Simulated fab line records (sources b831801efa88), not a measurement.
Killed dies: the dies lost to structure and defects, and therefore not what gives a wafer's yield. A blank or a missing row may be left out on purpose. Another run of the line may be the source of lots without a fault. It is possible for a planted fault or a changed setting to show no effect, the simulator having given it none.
The same fault as seen by 2 desks -- flow gf180mcu -- every desk sees just its own numbers, and what lay behind them comes last

## THE TOOL OWNER'S DESK: implanter-04
GF_PSD_IMPLANT_09, tool's own readings: per-lot mean of the sampled wafers with a number, covering each lot this tool ran. If a lot's mean is further than 4 standard deviations from the usual mean, the lot is out of limits and carries the mark OUT (the distance appears in the brackets).
Columns: A = dose_ions_cm2 at GF_PSD_IMPLANT_09, usual 1.5e+15; B = faraday_current_uA at GF_PSD_IMPLANT_09, usual 8254
lot,first seen here,A,B
L704,day 14 05:21,1.5e+15,8227
L715,day 18 08:40,1.4e+15 (-52) OUT,7766
L719,day 20 01:50,1.4e+15 (-52) OUT,7677
L727,day 22 11:58,1.5e+15,8156
Finding of this desk: L715, L719 out of limits; the first was L715 at day 18 08:40, on dose_ions_cm2 at GF_PSD_IMPLANT_09. L704, L727: within limits.

## METROLOGY DESK
What the gauges read for every lot (on any tool): the sampled wafers with a number, averaged. If a lot's mean is further than 4 standard deviations from the usual mean, the lot is out of limits and carries the mark OUT (the distance appears in the brackets).
Columns: A = MVSD_RS at GF_VT_IMPLANT_RS_MEAS_46, usual 456.9 ohm/sq; B = PSD_TW at GF_PSD_TW_MEAS_11, usual 3192; C = PSD_RS at GF_PSD_RS_MEAS_15, usual 108.61 ohm/sq
lot,first seen here,A,B,C
L704,day 7 13:29,456.0,3195,108.81
L705,day 7 21:18,456.6,3194,108.74
L708,day 8 19:09,456.9,3205,108.21
L709,day 8 22:39,457.1,3203,108.89
L715,day 10 19:50,456.8,3122,110.17 (+5.6) OUT
L719,day 12 04:07,459.4,3176,110.58 (+7.0) OUT
L722,day 12 22:41,457.6,3173,108.52
L723,day 13 05:44,455.7,3174,108.82
L724,day 13 06:17,455.7,3205,108.87
L726,day 13 22:20,458.6,3131,108.80
L727,day 14 03:47,456.9,3213,108.91
This desk's result: L715, L719 out of limits, first on L715 (PSD_RS at GF_PSD_RS_MEAS_15), day 18 09:13. L704, L705, L708, L709, L722, L723, L724, L726, L727: within limits.

## TAKEN TOGETHER
At day 18 08:40, on L715, L719, the tool owner's desk was in a position to raise an alarm.
An alarm was possible from the metrology desk at day 18 09:13, on L715, L719.
The lots listed all ran GF_PSD_IMPLANT_09 on implanter-04.

## WHAT HAD BEEN PUT IN BY THE SIMULATOR
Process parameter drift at GF_PSD_IMPLANT_09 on implanter-04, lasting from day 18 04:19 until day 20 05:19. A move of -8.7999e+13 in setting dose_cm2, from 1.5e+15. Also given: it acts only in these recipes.
Struck lots among those shown: L715, L719.
Time in hours from fault onset to the first out-of-limits reading at each desk: tool owner's desk 4, metrology desk 5.
